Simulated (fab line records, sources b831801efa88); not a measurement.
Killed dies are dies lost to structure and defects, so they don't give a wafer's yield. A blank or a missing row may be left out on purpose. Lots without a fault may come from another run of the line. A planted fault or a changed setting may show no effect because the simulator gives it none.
fab line records | flow sky130
record lots=5 wafers=15 last_day=50
route steps=708 shown SD_P@328 RES_XHIGH@332 SD_N@342
lots that met no fault: from a run of the same line without faults
start_h: hours from the record's first day to the start of the lot's first wafer shown | wait_h: hours since the lot's step before | " the same as in the row above | L1.1+2: a row that stands for several wafers | - no value, or no start given | * or withheld: withheld | < > ~ a bound
route shown NAME@n: a module of which the file shows steps, and the number in the route of the first | usual: mean/standard deviation of fault-free wafers | same: alike in all rows | chamber/n: place in a boat | sites: the reading at each site | _std_site: their standard deviation | _edge_site: outer sites' mean less inner sites' | radius_mm: how far each site lies from the wafer's centre | mask NAME#n: copy n | behind: the tool/chamber that last shaped the wafer | hold: why the lot was held/for how many hours/how that ended | device: the transistor (n, p or np) that didn't switch | end of line: the same wafers' tests at the end of the route | a step without rows: its recipe alone | killed: dies lost to structure and defects at the first sort, not the wafer's yield | map: a wafer's dies, x killed, . not, _ none there
set.NAME: the setting as run; set.NAME@STEP: as run at that earlier step | model.NAME: the simulator's own value behind a step, which no gauge read
lots at some steps of the route; a table a step, a row a wafer
services: from which hour (start_h, from the record's first day; less than 0 if before it) a tool's chamber was out of use, for how many hours, and why
## steps
# step SKY_SD_P_OVL_MEAS_08
# usual SD_P_OVL=-1.2/0.97
# columns lot.wafer tool chamber start_h wait_h SD_P_OVL[nm]
L254.1 overlay-01 - 582.78 0.1 -1.3
L254.4 " - " " -0.3
L254.5 " - " " 0.5
L262.2 overlay-01 - 716.17 0.1 -0.9
L262.3 " - " " -2.1
L262.6 " - " " -2.4
L268.3 overlay-01 - 726.97 0.1 -1.1
L268.4 " - " " -0.1
L268.6 " - " " -0.2
L270.3 overlay-01 - 728.23 0.1 -1.3
L270.5 " - " " -1.9
L270.6 " - " " -2.7
L276.1 overlay-01 - 766.37 0.1 -2.4
L276.2 " - " " -1.9
L276.5 " - " " -2.1
# step SKY_SD_P_IMPLANT_09
# recipe species=BF2 energy_kev=20 dose_cm2=3e+15 tilt_deg=0
# step SKY_SD_P_STRIP_10
# recipe chemistry=O2/N2 power_w=1400 pressure_mtorr=1500 platen_temp_c=withheld o2_flow_sccm=3000 n2_flow_sccm=300 overash_fraction=0.5
# usual chamber_pressure_mTorr=1500.3/1.3 drypump_motor_current_A=5.8/0.68 oes_product_au=0.618/0.0048 strip_time_to_endpoint_s=17.50/0.043
# columns lot.wafer tool chamber start_h wait_h chamber_pressure_mTorr drypump_motor_current_A oes_product_au rf_hours_counter_h strip_time_to_endpoint_s
L254.1 plasma_asher-02 1 582.96 0.1 1499.3 5.4 0.614 78 17.56
L254.4 " 1 " " 1500.8 5.4 0.623 - 17.55
L254.5 " 1 " " 1499.3 5.4 0.630 - 17.53
L262.2 plasma_asher-02 0 716.35 0.1 1501.7 6.7 0.609 93 17.44
L262.3 " 1 " " 1499.3 5.3 0.615 - 17.46
L262.6 " 0 " " 1499.4 6.8 0.619 - 17.45
L268.3 plasma_asher-04 1 727.18 0.1 1500.5 6.5 0.625 - 17.47
L268.4 " 0 " " 1501.7 5.3 0.618 - 17.51
L268.6 " 0 " " 1500.6 5.3 0.608 - 17.51
L270.3 plasma_asher-02 0 728.44 0.1 1498.3 6.8 0.619 - 17.53
L270.5 " 1 " " 1499.0 5.4 0.613 - 17.58
L270.6 " 0 " " 1498.2 6.7 0.611 - 17.51
L276.1 plasma_asher-02 0 766.56 0.1 1502.1 6.8 0.612 98 17.50
L276.2 " 1 " " 1500.0 5.4 0.619 98 17.51
L276.5 " 0 " " 1501.3 6.7 0.619 - 17.50
# step SKY_SD_P_TW_MEAS_11
# usual SD_P_TW=2819/13
# columns lot.wafer tool chamber start_h wait_h SD_P_TW
L254.1 film_metro-02 - 583.06 0.1 2803
L254.4 " - " " 2804
L254.5 " - " " 2812
L262.2 film_metro-03 - 716.46 0.1 2838
L262.3 " - " " 2813
L262.6 " - " " 2805
L268.3 film_metro-02 - 727.27 0.1 2808
L268.4 " - " " 2804
L268.6 " - " " 2824
L270.3 film_metro-02 - 728.52 0.1 2805
L270.5 " - " " 2822
L270.6 " - " " 2824
L276.1 film_metro-03 - 766.66 0.1 2826
L276.2 " - " " 2817
L276.5 " - " " 2827
# step SKY_RES_XHIGH_DEHYDRATE_00
# recipe temp_c=200 time_s=60
# step SKY_RES_XHIGH_HMDS_01
# recipe prime_time_s=60 prime_temp_c=120
# step SKY_RES_XHIGH_COAT_02
# recipe resist=NOVOLAK spin_rpm=3000 resist_thk_nm=1140
# step SKY_RES_XHIGH_SOFTBAKE_03
# recipe temp_c=90 time_s=60 resist=NOVOLAK
# step SKY_RES_XHIGH_EXPOSE_04
# recipe mask_id=URPM na=0.6 source_shape=conventional sigma_outer=0.6 polarization=unpolarized target_cd_nm=1270 dose_mj=140
# step SKY_RES_XHIGH_PEB_05
# recipe temp_c=withheld time_s=* resist=NOVOLAK
# step SKY_RES_XHIGH_DEVELOP_06
# recipe resist=NOVOLAK developer=TMAH develop_time_s=60 dev_temp_c=23
# step SKY_RES_XHIGH_IMPLANT_07
# recipe species=BF2 energy_kev=20 dose_cm2=3.6e+14 tilt_deg=0
# step SKY_RES_XHIGH_STRIP_08
# recipe chemistry=O2/N2 power_w=1400 pressure_mtorr=1500 platen_temp_c=withheld o2_flow_sccm=3000 n2_flow_sccm=300 overash_fraction=0.5
# usual chamber_pressure_mTorr=1500.1/1.4 drypump_motor_current_A=5.6/0.45 oes_product_au=0.711/0.0047 strip_time_to_endpoint_s=14.25/0.041
# columns lot.wafer tool chamber start_h wait_h chamber_pressure_mTorr drypump_motor_current_A oes_product_au rf_hours_counter_h strip_time_to_endpoint_s model.NOVOLAK_of_RES_XHIGH_COAT_02.thk_nm
L254.1 plasma_asher-04 0 612.34 0.1 1499.2 5.2 0.707 90 14.23 0
L254.4 " 0 " " 1500.2 5.2 0.710 - 14.25 0
L254.5 " 1 " " 1499.2 6.5 0.708 - 14.26 0
L262.2 plasma_asher-01 0 744.64 0.1 1503.3 5.3 0.912 59 - 536.6
L262.3 " 0 " " 1499.8 5.3 0.905 - - 536.6
L262.6 " 1 " " 1502.1 5.6 0.908 - - 534
L268.3 plasma_asher-03 1 754.22 0.1 1496.4 4.9 0.716 - 14.27 0
L268.4 " 0 " " 1499.7 5.8 0.711 - 14.23 0
L268.6 " 1 " " 1499.7 4.9 0.717 - 14.24 0
L270.3 plasma_asher-04 0 755.64 0.1 1500.4 5.2 0.716 - 14.23 0
L270.5 " 1 " " 1498.1 6.5 0.714 - 14.29 0
L270.6 " 0 " " 1501.2 5.2 0.716 - 14.28 0
L276.1 plasma_asher-01 1 793.46 0.1 1501.8 5.6 0.702 63 14.27 0
L276.2 " 0 " " 1498.9 5.3 0.712 63 14.27 0
L276.5 " 1 " " 1499.1 5.6 0.710 - 14.26 0
# step SKY_RES_XHIGH_TW_MEAS_09
# usual RES_XHIGH_TW=1634/7.4
# columns lot.wafer tool chamber start_h wait_h RES_XHIGH_TW
L254.1 film_metro-02 - 612.44 0.1 1639
L254.4 " - " " 1638
L254.5 " - " " 1626
L262.2 film_metro-02 - 744.75 0.1 1634
L262.3 " - " " 1632
L262.6 " - " " 1630
L268.3 film_metro-02 - 754.31 0.1 1638
L268.4 " - " " 1630
L268.6 " - " " 1632
L270.3 film_metro-04 - 755.73 0.1 1628
L270.5 " - " " 1633
L270.6 " - " " 1629
L276.1 film_metro-02 - 793.56 0.1 1640
L276.2 " - " " 1639
L276.5 " - " " 1629
# step SKY_SD_N_DEHYDRATE_00
# recipe temp_c=200 time_s=60
# step SKY_SD_N_HMDS_01
# recipe prime_time_s=60 prime_temp_c=120
# step SKY_SD_N_COAT_02
# recipe resist=NOVOLAK spin_rpm=3000 resist_thk_nm=1140
# step SKY_SD_N_SOFTBAKE_03
# recipe temp_c=90 time_s=60 resist=NOVOLAK
# step SKY_SD_N_EXPOSE_04
# recipe mask_id=NSDM na=0.6 source_shape=conventional sigma_outer=0.6 polarization=unpolarized target_cd_nm=380 dose_mj=141
# step SKY_SD_N_PEB_05
# recipe temp_c=withheld time_s=* resist=NOVOLAK
# step SKY_SD_N_DEVELOP_06
# recipe resist=NOVOLAK developer=TMAH develop_time_s=60 dev_temp_c=23
# step SKY_SD_N_CD_MEAS_07
# recipe target_cd_nm=380
# usual cd_nm=379.8/2.3
# columns lot.wafer tool chamber start_h wait_h cd_nm
L254.1 cd_sem-01 - 640.25 0.1 381.7
L254.4 " - " " 381.5
L254.5 " - " " 379.3
L262.2 cd_sem-02 - 771.56 0.1 378.0
L262.3 " - " " 381.1
L262.6 " - " " 378.9
L268.3 cd_sem-01 - 780.89 0.1 383.0
L268.4 " - " " 380.5
L268.6 " - " " 380.0
L270.3 cd_sem-01 - 782.78 0.1 375.7
L270.5 " - " " 377.4
L270.6 " - " " 374.7
L276.1 cd_sem-01 - 820.14 0.1 378.3
L276.2 " - " " 380.0
L276.5 " - " " 376.0
# step SKY_SD_N_OVL_MEAS_08
# usual SD_N_OVL=-0.1/1.2
# columns lot.wafer tool chamber start_h wait_h SD_N_OVL[nm]
L254.1 overlay-02 - 640.37 0.1 0.3
L254.4 " - " " 1.1
L254.5 " - " " -0.5
L262.2 overlay-02 - 771.67 0.1 0.5
L262.3 " - " " -0.2
L262.6 " - " " 0.8
L268.3 overlay-01 - 780.98 0.1 -1.5
L268.4 " - " " 0.8
L268.6 " - " " -0.1
L270.3 overlay-01 - 782.87 0.1 0.4
L270.5 " - " " -0.4
L270.6 " - " " 0.1
L276.1 overlay-02 - 820.26 0.1 -0.1
L276.2 " - " " -1.6
L276.5 " - " " -0.2
# step SKY_SD_N_IMPLANT_09
# recipe species=As energy_kev=50 dose_cm2=4e+15 tilt_deg=0
# step SKY_SD_N_IMPLANT_10
# recipe species=P energy_kev=20 dose_cm2=1e+14 tilt_deg=0
# step SKY_SD_N_STRIP_11
# recipe chemistry=O2/N2 power_w=1400 pressure_mtorr=1500 platen_temp_c=withheld o2_flow_sccm=3000 n2_flow_sccm=300 overash_fraction=0.5
# usual chamber_pressure_mTorr=1500.2/1.4 drypump_motor_current_A=5.8/0.6 oes_product_au=0.528/0.0043 strip_time_to_endpoint_s=22.55/0.033
# columns lot.wafer tool chamber start_h wait_h chamber_pressure_mTorr drypump_motor_current_A oes_product_au rf_hours_counter_h strip_time_to_endpoint_s
L254.1 plasma_asher-02 0 640.71 0.1 1500.5 6.8 0.527 84 22.61
L254.4 " 1 " " 1501.8 5.3 0.526 - 22.59
L254.5 " 1 " " 1500.5 5.3 0.534 - 22.58
L262.2 plasma_asher-04 0 772.00 0.1 1501.1 5.3 0.586 3 30.53
L262.3 " 0 " " 1499.5 5.2 0.584 - 30.51
L262.6 " 0 " " 1500.8 5.2 0.588 - 30.48
L268.3 plasma_asher-01 1 781.34 0.1 1499.9 5.6 0.534 - 22.52
L268.4 " 0 " " 1501.6 5.3 0.532 - 22.50
L268.6 " 0 " " 1498.5 5.3 0.532 - 22.55
L270.3 plasma_asher-01 0 783.23 0.1 1504.1 5.3 0.530 - 22.54
L270.5 " 1 " " 1500.2 5.6 0.527 - 22.52
L270.6 " 0 " " 1500.3 5.3 0.531 - 22.54
L276.1 plasma_asher-04 0 820.60 0.1 1500.9 5.3 0.528 8 22.50
L276.2 " 1 " " 1500.5 6.5 0.530 8 22.49
L276.5 " 1 " " 1502.1 6.5 0.529 - 22.57
# step SKY_SD_N_TW_MEAS_12
# usual SD_N_TW=3969/16
# columns lot.wafer tool chamber start_h wait_h SD_N_TW
L254.1 film_metro-04 - 640.81 0.1 3949
L254.4 " - " " 3930
L254.5 " - " " 3944
L262.2 film_metro-03 - 772.11 0.1 30
L262.3 " - " " 30
L262.6 " - " " 30
L268.3 film_metro-03 - 781.42 0.1 3963
L268.4 " - " " 3987
L268.6 " - " " 3989
L270.3 film_metro-02 - 783.32 0.1 3999
L270.5 " - " " 3979
L270.6 " - " " 3991
L276.1 film_metro-03 - 820.70 0.1 3979
L276.2 " - " " 4001
L276.5 " - " " 3969
# step SKY_SD_N_CLEAN_13
# recipe chemistry=SC1/SC2 mix=1:4:20 temp_c=70 time_s=150 dry=n2_spin
## services
# columns tool chamber start_h hours kind
plasma_asher-04 - 579.41 1.6 repair
plasma_asher-02 - 620.33 0.7 repair
plasma_asher-02 - 631.58 2.8 repair
plasma_asher-01 - 657.00 40.0 repair
plasma_asher-03 - 671.64 2.8 pm
plasma_asher-02 - 674.39 2.8 pm
plasma_asher-04 - 733.83 9.0 pm
plasma_asher-04 0 733.83 9.0 vent_cycle
plasma_asher-04 1 733.83 9.0 vent_cycle
plasma_asher-04 0 742.83 - clean
plasma_asher-04 1 742.83 - clean
plasma_asher-01 - 820.06 63.2 repair
## key
first_sign step=SKY_RES_XHIGH_STRIP_08 reading=oes_product_au direction=up sigmas=42 usual=0.711 struck=0.908
effect step=SKY_SD_N_STRIP_11 reading=strip_time_to_endpoint_s direction=up sigmas=99+ usual=* struck=*
effect step=SKY_SD_N_TW_MEAS_12 reading=SD_N_TW direction=down sigmas=99+ usual=3969 struck=30
model_effect step=SKY_RES_XHIGH_STRIP_08 value=NOVOLAK_of_RES_XHIGH_COAT_02.thk_nm without=0 struck=535.8
met_at SKY_RES_XHIGH_STRIP_08
struck_wafers L262.2,L262.3,L262.6
sort_left_out L262.2,L262.3,L262.6
tester_left_out L262
fault kind=strip_aborted tool=plasma_asher-01 chamber=- onset_h=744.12 steps=SKY_RES_XHIGH_STRIP_08 offset=0.71991 end_h=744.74
# tester_left_out: of these lots the tester's yield and bins aren't shown, on N5 and GAA mostly nor the transistor test; their killed dies are dies lost to structure and defects alone, not to doping, threshold or leakage, so they don't give the yield
# sort_left_out: the simulated sort isn't trusted on such a fault, so these wafers' sort isn't shown, and their yield isn't known
